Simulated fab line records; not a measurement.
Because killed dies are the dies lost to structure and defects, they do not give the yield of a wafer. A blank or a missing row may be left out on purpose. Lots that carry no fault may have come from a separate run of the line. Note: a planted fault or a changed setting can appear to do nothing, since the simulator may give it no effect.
Struck lot and sound lot, side by side ; flow sky130 ; 23 steps out of a route of 708
Sound: wafers L896.1, L896.2, L896.6. The struck wafers were L892.3, L892.4, L892.5. The cause comes at the end.
For every step that has rows: the tool of each side, followed by ch and its chambers, followed by its first start. Under that, the readings that differ: sound wafers ; struck wafers ; difference of the means ; sigmas: that difference in standard deviations of wafers without a fault.
alike: readings whose means differ by less than 2 such deviations, and words and numbers that are the same on both sides. not compared: withheld readings, readings that some wafer has no value for, bounds like >300 that may hide the same value, and numbers for which the record gives no deviation and whose values overlap.
Wherever a step has rows on one side only, a row that says differs or no value, or a row with sigmas, the two part there. Numbers that don't overlap but have no deviation are shown without sigmas and don't part them. A reading missing from all wafers of one side parts the sides only when that side holds two or more wafers.

SKY_PASSIVATION_CVD_00: deposits SiO2, target thk 90 nm.
  sound on pecvd-01 ch 1,2, day 49 07:25; struck on pecvd-02 ch 0,2, day 48 06:05
  alike: heaterPowerW
SKY_PASSIVATION_THK_MEAS_01:
  sound: filmMetro-02 at day 49 07:26; struck: filmMetro-04 at day 48 06:07
  alike: PASSIVATION_CVD_00_THK
SKY_PASSIVATION_CVD_02: deposits Si3N4, target thk 540 nm.
  sound on pecvd-03 ch 0,2, day 49 07:29; struck on pecvd-03 ch 1,2, day 48 06:10
  alike: heaterPowerW
SKY_PASSIVATION_THK_MEAS_03:
  sound: filmMetro-02 at day 49 07:43; struck: filmMetro-04 at day 48 06:25
  alike: PASSIVATION_CVD_02_THK
then, 7 steps without rows for these wafers: SKY_PASSIVATION_DEHYDRATE_04 (time 60 s); SKY_PASSIVATION_HMDS_05 (prime time 60 s); SKY_PASSIVATION_COAT_06 (resist thk 3000 nm); SKY_PASSIVATION_SOFTBAKE_07; SKY_PASSIVATION_EXPOSE_08 (exposes mask NSM, target cd 3000 nm); SKY_PASSIVATION_PEB_09; SKY_PASSIVATION_DEVELOP_10 (develop time 60 s).
SKY_PASSIVATION_ETCH_11: etches the open film in CF4/O2, stops on AlCu, target depth 725 nm, time 161.1 s.
  sound on rieDiel-01 ch 1,2,3, day 50 00:41; struck on rieDiel-01 ch 0,2, day 49 00:11
  alike: drypumpMotorCurrentA, oesProductAu, throttleValvePct
  not compared: rfHoursCounterH
SKY_PASSIVATION_STRIP_12: strips in O2/N2.
  sound on plasmaAsher-02 ch 0,1, day 50 00:47; struck on plasmaAsher-01 ch 0,1, day 49 00:19
  no value came back on the struck wafers for chamberPressureMTorr (mTorr), drypumpMotorCurrentA (A), oesProductAu (a.u.), stripTimeToEndpointS (s); on the sound wafers chamberPressureMTorr (mTorr) reads 1501.7 1499.2 1501.9
reading;sound;struck;difference;sigmas
model.coat_of_PASSIVATION_COAT_06.thkNm (nm);0 0 0;2515 2522 2530;+2522;
  not compared: rfHoursCounterH
then, 7 steps without rows for these wafers: SKY_PAD_OPEN_DEHYDRATE_00 (time 60 s); SKY_PAD_OPEN_HMDS_01 (prime time 60 s); SKY_PAD_OPEN_COAT_02 (resist thk 3000 nm); SKY_PAD_OPEN_SOFTBAKE_03; SKY_PAD_OPEN_EXPOSE_04 (exposes mask PDM, target cd 60000 nm); SKY_PAD_OPEN_PEB_05; SKY_PAD_OPEN_DEVELOP_06 (develop time 60 s).
SKY_PAD_OPEN_ETCH_07: etches the open film in CF4/O2, stops on AlCu, target depth 725 nm, time 161.1 s.
  sound on rieDiel-03 ch 0,1,3, day 50 16:11; struck on rieDiel-04 ch 0,2, day 49 18:02
  alike: drypumpMotorCurrentA, oesProductAu, throttleValvePct
  not compared: rfHoursCounterH
SKY_PAD_OPEN_STRIP_08: strips in O2/N2.
  sound on plasmaAsher-02 ch 0,1, day 50 16:18; struck on plasmaAsher-02 ch 0,1, day 49 18:10
reading;sound;struck;difference;sigmas
oesProductAu (a.u.);0.660 0.668 0.667;0.688 0.700 0.692;+0.028;+6
stripTimeToEndpointS (s);37.13 37.17 37.13;74.34 74.44 74.43;+37.26;+99 or more
  alike: chamberPressureMTorr, drypumpMotorCurrentA
  not compared: rfHoursCounterH
then, 1 step without rows for these wafers: SKY_PAD_OPEN_STRIP_09 (strips in post etch residue remover, time 1200 s).

## WHERE THEY PART
Last at SKY_PAD_OPEN_STRIP_08 as far as this record goes, first at SKY_PASSIVATION_STRIP_12.

WHY: whatever the simulator had introduced
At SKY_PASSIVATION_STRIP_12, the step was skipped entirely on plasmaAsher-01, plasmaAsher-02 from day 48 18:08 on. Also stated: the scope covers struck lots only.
